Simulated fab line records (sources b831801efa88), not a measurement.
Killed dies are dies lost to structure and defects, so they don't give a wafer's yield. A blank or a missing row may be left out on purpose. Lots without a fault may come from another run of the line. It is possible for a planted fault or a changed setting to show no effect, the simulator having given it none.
fab line records | flow sky130
record: lots: 6 | wafers: 18 | last-day: 52
route steps=708 shown GATE_OXIDE@194 POLY_GATE@204 RES_PROTECT@206 PAD_OPEN@708
lots with no fault: from the same line, run without faults
start-h: start of the lot's first displayed wafer, in hours after the record's first day | wait-h: hours from the lot's prior step to this one | " repeats the value in the row above | L1.1+2: a row that stands for several wafers | - no value, or no start given | * or withheld: withheld | < > ~ a bound
route shown NAME@n: names a module that has steps shown in the file, with the first one's number in the route | usual: the fault-free wafers' mean and standard deviation | same: alike in all rows | chamber/n: place in a boat | sites: the reading at each site | _std_site: standard deviation across them | _edge_site: the outer-site mean with the inner-site mean subtracted | radius-mm: how far each site lies from the wafer's centre | mask NAME#n: copy n | behind: the most recent tool/chamber to have shaped the wafer | hold: reason for holding the lot/hours on hold/outcome of the hold | device: the transistor (n, p or np) that didn't switch | end of line: the same wafers' tests at the end of the route | a step with no rows: only its recipe | killed: count of dies lost to structure and defects at first sort (not the wafer's yield) | map: per-die view of a wafer (x killed, . not killed, _ where there is no die)
set.NAME: the setting the step ran with; set.NAME@STEP: the setting that earlier step ran with | model.NAME: the simulator's own value behind a step, which no gauge read
lots seen at some steps along the route; tables by step, rows by wafer
services: when a tool's chamber went out of use (start-h, in hours from the record's first day, below 0 if earlier), for how many hours, and the reason
== steps ==
step: SKY_GATE_OXIDE_EXPOSE_07
recipe: mask-id: LVOM | na: 0.6 | source-shape: conventional | sigma-outer: 0.6 | polarization: unpolarized | target-cd-nm: 600 | dose-mj: 170
step: SKY_GATE_OXIDE_PEB_08
recipe: temp-c: withheld | time-s: * | resist: NOVOLAK
step: SKY_GATE_OXIDE_DEVELOP_09
recipe: resist: NOVOLAK | developer: TMAH | develop-time-s: 60 | dev-temp-c: 23
step: SKY_GATE_OXIDE_OVL_MEAS_10
usual: GATE_OXIDE_OVL: 1.3/1.2
lot.wafer | tool       | chamber | start-h | wait-h | GATE_OXIDE_OVL[nm]
L845.1    | overlay-01 | -       | 355.44  | 0.1    | 2.0
L845.2    | "          | -       | "       | "      | 0.5
L845.3    | "          | -       | "       | "      | 1.7
L854.1    | overlay-02 | -       | 432.60  | 0.1    | 1.6
L854.2    | "          | -       | "       | "      | 2.1
L854.3    | "          | -       | "       | "      | 0.4
L856.2    | overlay-02 | -       | 447.70  | 0.1    | 1.2
L856.3    | "          | -       | "       | "      | 2.1
L856.5    | "          | -       | "       | "      | 1.8
L862.1    | overlay-02 | -       | 510.05  | 0.1    | 0.3
L862.4    | "          | -       | "       | "      | 1.3
L862.5    | "          | -       | "       | "      | 0.1
L863.1    | overlay-02 | -       | 512.19  | 0.1    | -0.5
L863.4    | "          | -       | "       | "      | -1.2
L863.5    | "          | -       | "       | "      | -0.3
L864.2    | overlay-02 | -       | 524.10  | 0.1    | 2.5
L864.4    | "          | -       | "       | "      | 0.8
L864.5    | "          | -       | "       | "      | 1.0
step: SKY_GATE_OXIDE_IMPLANT_11
recipe: species: B | energy-kev: 10 | dose-cm2: 2.6e+12 | tilt-deg: withheld
step: SKY_GATE_OXIDE_WET_ETCH_12
recipe: chemistry: dHF | target-depth-nm: 16.8 | dry: n2-spin | target: SiO2 | dilution: 100:1 | temp-c: 25 | time-s: 336
step: SKY_GATE_OXIDE_STRIP_13
recipe: chemistry: O2/N2 | power-w: 1400 | pressure-mtorr: 1500 | platen-temp-c: withheld | o2-flow-sccm: 3000 | n2-flow-sccm: 300 | overash-fraction: 0.5
usual: drypump-motor-current-A: 5.9/0.56 | oes-product-au: 0.715/0.005 | strip-time-to-endpoint-s: 14.19/0.041
lot.wafer | tool            | chamber | start-h | wait-h | drypump-motor-current-A | oes-product-au | rf-hours-counter-h | strip-time-to-endpoint-s
L845.1    | plasma-asher-04 | 1       | 355.73  | 0.0    | 5.7                     | 0.704          | 24                 | 14.12
L845.2    | "               | 0       | "       | "      | 6.0                     | 0.715          | 24                 | 14.16
L845.3    | "               | 1       | "       | "      | 5.7                     | 0.717          | -                  | 14.16
L854.1    | plasma-asher-03 | 1       | 432.90  | 0.0    | 6.7                     | 0.712          | 0                  | 14.21
L854.2    | "               | 0       | "       | "      | 5.0                     | 0.710          | 0                  | 14.21
L854.3    | "               | 0       | "       | "      | 5.0                     | 0.726          | -                  | 14.20
L856.2    | plasma-asher-04 | 0       | 447.99  | 0.0    | 6.0                     | 0.719          | 34                 | 14.25
L856.3    | "               | 1       | "       | "      | 5.7                     | 0.718          | -                  | 14.13
L856.5    | "               | 0       | "       | "      | 6.0                     | 0.724          | -                  | 14.25
L862.1    | plasma-asher-03 | 1       | 510.34  | 0.0    | 6.7                     | 0.716          | 7                  | 14.25
L862.4    | "               | 1       | "       | "      | 6.7                     | 0.713          | -                  | 14.23
L862.5    | "               | 1       | "       | "      | 6.7                     | 0.707          | -                  | 14.21
L863.1    | plasma-asher-04 | 1       | 512.49  | 0.0    | 5.7                     | 0.710          | 41                 | 14.22
L863.4    | "               | 1       | "       | "      | 5.7                     | 0.720          | -                  | 14.23
L863.5    | "               | 0       | "       | "      | 6.0                     | 0.724          | -                  | 14.26
L864.2    | plasma-asher-04 | 0       | 524.40  | 0.0    | 6.0                     | 0.710          | 42                 | 14.16
L864.4    | "               | 1       | "       | "      | 5.7                     | 0.719          | -                  | 14.14
L864.5    | "               | 0       | "       | "      | 6.0                     | 0.714          | -                  | 14.17
step: SKY_GATE_OXIDE_TW_MEAS_14
usual: GATE_OXIDE_TW: 223.2/1.5
lot.wafer | tool          | chamber | start-h | wait-h | GATE_OXIDE_TW
L845.1    | film-metro-04 | -       | 355.83  | 0.1    | 224.2
L845.2    | "             | -       | "       | "      | 226.1
L845.3    | "             | -       | "       | "      | 226.1
L854.1    | film-metro-01 | -       | 433.00  | 0.1    | 223.1
L854.2    | "             | -       | "       | "      | 222.3
L854.3    | "             | -       | "       | "      | 221.2
L856.2    | film-metro-03 | -       | 448.10  | 0.1    | 220.7
L856.3    | "             | -       | "       | "      | 221.3
L856.5    | "             | -       | "       | "      | 221.5
L862.1    | film-metro-01 | -       | 510.44  | 0.1    | 224.9
L862.4    | "             | -       | "       | "      | 224.4
L862.5    | "             | -       | "       | "      | 224.1
L863.1    | film-metro-03 | -       | 512.59  | 0.1    | 222.2
L863.4    | "             | -       | "       | "      | 221.8
L863.5    | "             | -       | "       | "      | 221.5
L864.2    | film-metro-04 | -       | 524.51  | 0.1    | 222.3
L864.4    | "             | -       | "       | "      | 223.2
L864.5    | "             | -       | "       | "      | 225.0
step: SKY_GATE_OXIDE_CLEAN_15
recipe: chemistry: SC1/SC2 | mix: 1:4:20 | temp-c: 70 | time-s: 150 | dry: n2-spin
step: SKY_GATE_OXIDE_OXIDATION_16
recipe: temp-c: 800 | ambient: O2 | idle-temp-c: 700 | ramp-up-c-per-min: 10 | ramp-down-c-per-min: 3 | stabilise-s: 600 | purge-s: 300 | target-thk-a: 35.7 | ox-time-s: 1915
step: SKY_POLY_GATE_CVD_00
recipe: material: poly-Si | target-thk-nm: 180 | temp-c: 620 | time-s: 720 | pressure-mtorr: 200
step: SKY_POLY_GATE_THK_MEAS_01
recipe: reads: poly-Si_of_POLY_GATE_CVD_00
usual: POLY_GATE_CVD_00_THK: 179.2/1.7
lot.wafer | tool          | chamber | start-h | wait-h | POLY_GATE_CVD_00_THK[nm]
L845.1    | film-metro-04 | -       | 359.36  | 0.0    | 181.0
L845.2    | "             | -       | "       | "      | 181.1
L845.3    | "             | -       | "       | "      | 180.6
L854.1    | film-metro-02 | -       | 435.84  | 0.0    | 180.1
L854.2    | "             | -       | "       | "      | 179.5
L854.3    | "             | -       | "       | "      | 180.3
L856.2    | film-metro-01 | -       | 451.58  | 0.0    | 179.1
L856.3    | "             | -       | "       | "      | 180.3
L856.5    | "             | -       | "       | "      | 179.1
L862.1    | film-metro-01 | -       | 513.28  | 0.0    | 182.9
L862.4    | "             | -       | "       | "      | 181.3
L862.5    | "             | -       | "       | "      | 180.1
L863.1    | film-metro-04 | -       | 516.28  | 0.0    | 178.4
L863.4    | "             | -       | "       | "      | 178.7
L863.5    | "             | -       | "       | "      | 178.0
L864.2    | film-metro-01 | -       | 527.68  | 0.0    | 178.4
L864.4    | "             | -       | "       | "      | 178.8
L864.5    | "             | -       | "       | "      | 179.2
step: SKY_RES_PROTECT_DEHYDRATE_00
recipe: temp-c: 200 | time-s: 60
usual: heater-power-total-W: 160.38/0.12 | plate-temp-C: 200.01/0.17 | resist-line-temp-C: 23.01/0.11
lot.wafer | tool           | chamber | start-h | wait-h | heater-power-total-W | plate-temp-C | resist-line-temp-C
L845.1    | litho-track-03 | 0       | 373.94  | 14.6   | 160.51               | 200.09       | 23.27
L845.2    | "              | 0       | "       | "      | 160.29               | 199.96       | 23.07
L845.3    | "              | 0       | "       | "      | 160.52               | 199.80       | 23.12
L854.1    | litho-track-04 | 0       | 451.89  | 16.0   | 165.35               | 204.66       | 22.95
L854.2    | "              | 0       | "       | "      | 165.43               | 204.86       | 23.10
L854.3    | "              | 0       | "       | "      | 165.22               | 204.79       | 22.95
L856.2    | litho-track-04 | 0       | 467.07  | 15.5   | 165.38               | 205.06       | 23.21
L856.3    | "              | 0       | "       | "      | 165.52               | 205.15       | 23.14
L856.5    | "              | 0       | "       | "      | 165.31               | 204.89       | 22.99
L862.1    | litho-track-04 | 0       | 528.14  | 14.9   | 160.50               | 199.69       | 23.11
L862.4    | "              | 0       | "       | "      | 160.40               | 199.82       | 22.93
L862.5    | "              | 0       | "       | "      | 160.34               | 199.62       | 23.03
L863.1    | litho-track-04 | 0       | 532.14  | 15.9   | 160.56               | 199.82       | 22.94
L863.4    | "              | 0       | "       | "      | 160.46               | 199.95       | 22.95
L863.5    | "              | 0       | "       | "      | 160.19               | 199.87       | 22.90
L864.2    | litho-track-04 | 0       | 543.82  | 16.1   | 160.38               | 199.72       | 23.03
L864.4    | "              | 0       | "       | "      | 160.32               | 199.97       | 23.05
L864.5    | "              | 0       | "       | "      | 160.36               | 199.57       | 22.89
step: SKY_RES_PROTECT_HMDS_01
recipe: prime-time-s: 60 | prime-temp-c: 120
step: SKY_PAD_OPEN_PROBE_99
usual: killed_at_M0_to_M3: 44/7.1 | killed_at_M4_up: 3.3/1.9 | killed-at-contacts: 24/5.3 | killed-at-front-end: 15/4.5 | killed-at-other: 0.3/0.55 | killed-dies: 86/9.5 | killed-open: 46/7.3 | killed-short: 39/6.4
same: gross-dies: 492 | killed-at-back-side: 0
lot.wafer | tool      | chamber | start-h | wait-h | killed_at_M0_to_M3 | killed_at_M4_up | killed-at-contacts | killed-at-front-end | killed-at-other | killed-dies | killed-open | killed-short
L845.1    | prober-02 | -       | 1149.28 | 0.1    | 35                 | 4               | 31                 | 19                  | 0               | 89          | 49          | 37
L845.2    | prober-02 | -       | 1149.33 | 0.1    | 37                 | 4               | 31                 | 18                  | 0               | 90          | 42          | 48
L845.3    | prober-02 | -       | 1149.38 | 0.2    | 34                 | 1               | 26                 | 13                  | 0               | 74          | 42          | 32
L854.1    | prober-01 | -       | 1198.11 | 0.1    | 49                 | 2               | 27                 | 22                  | 0               | 100         | 45          | 55
L854.2    | prober-01 | -       | 1198.16 | 0.1    | 50                 | 6               | 13                 | 19                  | 0               | 88          | 54          | 34
L854.3    | prober-01 | -       | 1198.21 | 0.2    | 59                 | 9               | 23                 | 13                  | 1               | 105         | 55          | 50
L856.2    | prober-01 | -       | 1204.69 | 0.1    | 39                 | 0               | 27                 | 8                   | 0               | 74          | 41          | 33
L856.3    | prober-01 | -       | 1204.74 | 0.2    | 42                 | 1               | 20                 | 27                  | 1               | 91          | 46          | 45
L856.5    | prober-01 | -       | 1204.84 | 0.2    | 57                 | 1               | 29                 | 11                  | 0               | 98          | 49          | 49
L862.1    | prober-01 | -       | 1235.42 | 0.1    | 48                 | 4               | 33                 | 22                  | 0               | 107         | 58          | 49
L862.4    | prober-01 | -       | 1235.57 | 0.2    | 33                 | 3               | 37                 | 16                  | 0               | 89          | 49          | 40
L862.5    | prober-01 | -       | 1235.62 | 0.2    | 50                 | 3               | 30                 | 17                  | 0               | 100         | 55          | 45
L863.1    | prober-01 | -       | 1238.02 | 0.1    | 43                 | 0               | 20                 | 12                  | 0               | 75          | 40          | 35
L863.4    | prober-01 | -       | 1238.17 | 0.2    | 38                 | 1               | 20                 | 21                  | 0               | 80          | 42          | 36
L863.5    | prober-01 | -       | 1238.22 | 0.2    | 42                 | 2               | 27                 | 14                  | 0               | 85          | 51          | 34
L864.2    | prober-02 | -       | 1240.25 | 0.1    | 48                 | 3               | 17                 | 16                  | 1               | 85          | 43          | 42
L864.4    | prober-02 | -       | 1240.35 | 0.2    | 50                 | 4               | 28                 | 13                  | 0               | 95          | 40          | 55
L864.5    | prober-02 | -       | 1240.40 | 0.2    | 39                 | 3               | 19                 | 12                  | 0               | 73          | 41          | 32
killed by level:class
L845.1 LI_CONTACT:geometric-particle:open=12 VIA1:geometric-particle:open=11 CONTACT:geometric-particle:open=7 LOCAL_INTERCONNECT:geometric-particle:short=6 FIELD_ISO:geometric-particle:open=4 POLY_GATE:geometric-particle:short=4 POLY_CUT:geometric-particle:open=4 LI_CONTACT:geometric-particle:short=4
L845.2 CONTACT:geometric-particle:open=12 VIA1:geometric-particle:open=10 CONTACT:geometric-particle:short=9 METAL1:geometric-particle:short=8 LI_CONTACT:geometric-particle:open=7 FIELD_ISO:geometric-particle:short=6 METAL2:geometric-particle:short=6 VIA1:geometric-particle:short=5
L845.3 VIA1:geometric-particle:open=12 LI_CONTACT:geometric-particle:open=9 CONTACT:geometric-particle:open=7 LOCAL_INTERCONNECT:geometric-particle:short=5 POLY_GATE:geometric-particle:open=5 VIA1:geometric-particle:short=5 VIA3:geometric-particle:short=4 VIA2:geometric-particle:open=4
L854.1 VIA1:geometric-particle:short=11 VIA1:geometric-particle:open=11 CONTACT:geometric-particle:open=10 METAL1:geometric-particle:short=9 LI_CONTACT:geometric-particle:open=7 METAL2:geometric-particle:short=5 CONTACT:geometric-particle:short=5 FIELD_ISO:geometric-particle:short=4
L854.2 VIA1:geometric-particle:open=14 VIA2:geometric-particle:open=9 FIELD_ISO:geometric-particle:open=6 VIA2:geometric-particle:short=6 VIA1:geometric-particle:short=6 FIELD_ISO:geometric-particle:short=5 VIA3:geometric-particle:open=5 CONTACT:geometric-particle:short=4
L854.3 VIA1:geometric-particle:open=13 METAL2:geometric-particle:short=12 LI_CONTACT:geometric-particle:open=8 CONTACT:geometric-particle:open=7 METAL3:geometric-particle:short=7 VIA3:geometric-particle:open=6 METAL1:geometric-particle:short=5 VIA2:geometric-particle:open=5
L856.2 VIA1:geometric-particle:open=11 CONTACT:geometric-particle:open=10 LI_CONTACT:geometric-particle:open=8 METAL1:geometric-particle:short=7 METAL3:geometric-particle:short=4 VIA1:geometric-particle:short=4 VIA2:geometric-particle:open=4 LI_CONTACT:geometric-particle:short=3
L856.3 VIA1:geometric-particle:open=8 VIA1:geometric-particle:short=6 POLY_GATE:geometric-particle:open=5 LI_CONTACT:geometric-particle:short=5 LI_CONTACT:geometric-particle:open=5 VIA2:geometric-particle:open=5 VIA3:geometric-particle:open=5 FIELD_ISO:geometric-particle:short=4
L856.5 VIA1:geometric-particle:open=10 VIA1:geometric-particle:short=9 CONTACT:geometric-particle:open=8 VIA3:geometric-particle:open=8 LI_CONTACT:geometric-particle:open=7 CONTACT:geometric-particle:short=7 METAL1:geometric-particle:short=7 METAL2:geometric-particle:short=7
L862.1 CONTACT:geometric-particle:open=13 POLY_GATE:geometric-particle:short=9 VIA3:geometric-particle:open=8 VIA1:geometric-particle:short=7 LI_CONTACT:geometric-particle:open=7 VIA1:geometric-particle:open=7 CONTACT:geometric-particle:short=6 METAL2:geometric-particle:short=6
L862.4 LI_CONTACT:geometric-particle:open=12 CONTACT:geometric-particle:open=10 VIA1:geometric-particle:open=8 METAL1:geometric-particle:short=6 CONTACT:geometric-particle:short=6 FIELD_ISO:geometric-particle:open=5 LOCAL_INTERCONNECT:geometric-particle:short=5 FIELD_ISO:geometric-particle:short=4
L862.5 VIA2:geometric-particle:open=10 VIA1:geometric-particle:open=9 LI_CONTACT:geometric-particle:open=8 CONTACT:geometric-particle:open=8 VIA1:geometric-particle:short=8 CONTACT:geometric-particle:short=6 METAL2:geometric-particle:short=6 LI_CONTACT:geometric-particle:short=5
L863.1 VIA1:geometric-particle:open=13 CONTACT:geometric-particle:open=7 VIA2:geometric-particle:open=7 METAL1:geometric-particle:short=6 LI_CONTACT:geometric-particle:short=5 METAL2:geometric-particle:short=5 CONTACT:geometric-particle:short=5 VIA3:geometric-particle:open=5
L863.4 VIA1:geometric-particle:open=12 FIELD_ISO:geometric-particle:short=7 CONTACT:geometric-particle:short=7 FIELD_ISO:geometric-particle:open=6 VIA2:geometric-particle:short=5 VIA3:geometric-particle:open=5 LI_CONTACT:geometric-particle:short=4 CONTACT:geometric-particle:open=4
L863.5 CONTACT:geometric-particle:open=13 VIA1:geometric-particle:open=10 LI_CONTACT:geometric-particle:open=7 VIA1:geometric-particle:short=6 VIA3:geometric-particle:open=6 VIA2:geometric-particle:open=6 METAL1:geometric-particle:short=5 FIELD_ISO:geometric-particle:open=3
L864.2 CONTACT:geometric-particle:open=8 METAL1:geometric-particle:short=8 VIA2:geometric-particle:open=7 METAL2:geometric-particle:short=6 VIA3:geometric-particle:open=6 POLY_GATE:geometric-particle:short=5 VIA1:geometric-particle:short=5 VIA1:geometric-particle:open=5
L864.4 METAL1:geometric-particle:short=10 CONTACT:geometric-particle:open=8 LOCAL_INTERCONNECT:geometric-particle:short=7 CONTACT:geometric-particle:short=7 METAL2:geometric-particle:short=7 VIA1:geometric-particle:open=6 VIA3:geometric-particle:open=6 VIA3:geometric-particle:short=5
L864.5 VIA3:geometric-particle:open=10 CONTACT:geometric-particle:open=9 VIA1:geometric-particle:open=8 POLY_GATE:geometric-particle:open=5 LOCAL_INTERCONNECT:geometric-particle:short=4 METAL2:geometric-particle:short=4 METAL3:geometric-particle:short=4 FIELD_ISO:geometric-particle:open=3
== services ==
tool            | chamber | start-h | hours | kind
litho-track-03  | -       | 360.90  | -     | consumable-replace:filter
plasma-asher-03 | -       | 374.58  | 0.4   | repair
plasma-asher-03 | -       | 421.30  | 9.0   | pm
plasma-asher-03 | 0       | 421.30  | 9.0   | vent-cycle
plasma-asher-03 | 1       | 421.30  | 9.0   | vent-cycle
plasma-asher-03 | 0       | 430.30  | -     | clean
plasma-asher-03 | 1       | 430.30  | -     | clean
== key ==
first-sign: step: SKY_RES_PROTECT_DEHYDRATE_00 | reading: heater-power-total-W | direction: up | sigmas: 42 | usual: * | struck: *
effect: step: SKY_RES_PROTECT_DEHYDRATE_00 | reading: plate-temp-C | direction: up | sigmas: 29 | usual: * | struck: *
met-at SKY_RES_PROTECT_DEHYDRATE_00
struck-wafers L854.1,L854.2,L854.3,L856.2,L856.3,L856.5
tester-left-out L854,L856
fault: kind: process-parameter-drift | tool: litho-track-04 | chamber: - | onset-h: 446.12 | steps: SKY_RES_PROTECT_DEHYDRATE_00 | channel: temp-c | offset: * | shape: step | end-h: 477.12 | acts-in: * | stated: *
tester-left-out: of these lots the tester's yield and bins aren't shown, on N5 and GAA mostly nor the transistor test; their killed dies are dies lost to structure and defects alone, not to doping, threshold or leakage, so they don't give the yield
